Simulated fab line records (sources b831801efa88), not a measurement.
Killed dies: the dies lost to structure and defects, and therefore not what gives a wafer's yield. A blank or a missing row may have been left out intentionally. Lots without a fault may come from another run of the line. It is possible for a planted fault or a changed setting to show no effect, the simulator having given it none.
Which tool is to blame? + flow gf180mcu + 14 lots with 41 wafers sampled at 2 steps, on a route of 602 steps

== WHAT THE GAUGES SHOWED, per wafer ==
GF_V3_THK_MEAS_03. Usual: V3_CVD_02_THK gives 847 nm (standard deviation 12).
| lot  | measured     | on            | V3_CVD_02_THK (nm) | flag |
|------|--------------|---------------|--------------------|------|
| L477 | day 21 08:29 | film metro-01 | 851 836 861        |      |
| L478 | day 21 21:08 | film metro-04 | 839 844 845        |      |
| L479 | day 22 03:20 | film metro-01 | 824 856 845        |      |
| L483 | day 23 14:24 | film metro-04 | 842 842 854        |      |
| L484 | day 23 21:40 | film metro-01 | 843 850 444        | OFF  |
| L485 | day 24 02:03 | film metro-03 | 851 437            | OFF  |
| L489 | day 25 16:01 | film metro-04 | 850 875 853        |      |
| L493 | day 26 20:50 | film metro-04 | 849 865 855        |      |
| L494 | day 27 04:05 | film metro-03 | 846 861 869        |      |
| L495 | day 27 11:45 | film metro-01 | 844 852 853        |      |
| L496 | day 28 04:11 | film metro-01 | 841 853 852        |      |
| L497 | day 28 05:47 | film metro-04 | 852 871 856        |      |
| L499 | day 28 15:13 | film metro-04 | 827 841 861        |      |
| L500 | day 28 22:08 | film metro-04 | 821 852 853        |      |

== WHAT TOOL EACH LOT RAN ON (gives the tool, then ch and the chambers of the sampled wafers, and finally the start) ==
| lot  | GF_V3_CVD_02                    |
|------|---------------------------------|
| L477 | pecvd-01 ch 0,1, day 21 08:25   |
| L478 | pecvd-01 ch 1,2, day 21 21:02   |
| L479 | pecvd-04 ch 0,1,2, day 22 03:16 |
| L483 | pecvd-01 ch 0,2, day 23 14:19   |
| L484 | pecvd-04 ch 1,2, day 23 21:35   |
| L485 | pecvd-04 ch 0,1, day 24 01:59   |
| L489 | pecvd-02 ch 1,2, day 25 15:55   |
| L493 | pecvd-04 ch 1,2, day 26 20:43   |
| L494 | pecvd-02 ch 0,1, day 27 04:01   |
| L495 | pecvd-02 ch 0,1, day 27 11:40   |
| L496 | pecvd-04 ch 0,1,2, day 28 04:06 |
| L497 | pecvd-02 ch 0,1,2, day 28 05:41 |
| L499 | pecvd-04 ch 0,1, day 28 15:08   |
| L500 | pecvd-04 ch 0,1,2, day 28 22:04 |
- GF_V3_CVD_02: deposits SiO2 from TEOS, target thk 850 nm, time 94.851 s.

== WHAT THE TOOLS THEMSELVES READ (means of the sampled wafers that have a number; where no wafer has one, the mark that the record gives instead) ==
GF_V3_CVD_02. Usual: heater power w 702 W, standard deviation 90; run length s 122.8 s, standard deviation 0.53.
| lot  | tool     | heater power w (W) | run length s (s) | flag |
|------|----------|--------------------|------------------|------|
| L477 | pecvd-01 | 665                | 122.2            |      |
| L478 | pecvd-01 | 663                | 122.3            |      |
| L479 | pecvd-04 | 651                | 122.8            |      |
| L483 | pecvd-01 | 676                | 122.1            |      |
| L484 | pecvd-04 | 589                | 107.8            | OFF  |
| L485 | pecvd-04 | 680                | 100.5            | OFF  |
| L489 | pecvd-02 | 803                | 123.2            |      |
| L493 | pecvd-04 | 571                | 122.7            |      |
| L494 | pecvd-02 | 678                | 123.3            |      |
| L495 | pecvd-02 | 676                | 123.3            |      |
| L496 | pecvd-04 | 673                | 123.1            |      |
| L497 | pecvd-02 | 717                | 123.7            |      |
| L499 | pecvd-04 | 690                | 122.4            |      |
| L500 | pecvd-04 | 725                | 122.8            |      |

== THE ANSWER, worked out from the rows above alone ==
Rule: take the mean of a lot's wafers that have a number; if it is more than 3 standard deviations from the usual mean, the lot is off. Also off: a lot with no number at a reading for which 4 or more lots have one. All remaining lots with rows at the step are treated as sound. The gauges are gone through in route order, then the tools' own readings, and for those a lot's mean is taken as printed above. The first step at which some lot is off is used, and at that step the reading that is off furthest; a lot without a number counts as furthest.
Off: at GF_V3_THK_MEAS_03 (V3_CVD_02_THK), L484, L485.
A tool fits if, at a process step before that reading, it ran every lot that is off, and no sound lot after the first of them. The gauges at GF_V3_THK_MEAS_03 aren't tried: what is off there is off at GF_V3_CVD_02 too, on other tools, and a gauge's error can't cause that. None of those tried fits.

== WHAT THE SIMULATOR PUT IN ==
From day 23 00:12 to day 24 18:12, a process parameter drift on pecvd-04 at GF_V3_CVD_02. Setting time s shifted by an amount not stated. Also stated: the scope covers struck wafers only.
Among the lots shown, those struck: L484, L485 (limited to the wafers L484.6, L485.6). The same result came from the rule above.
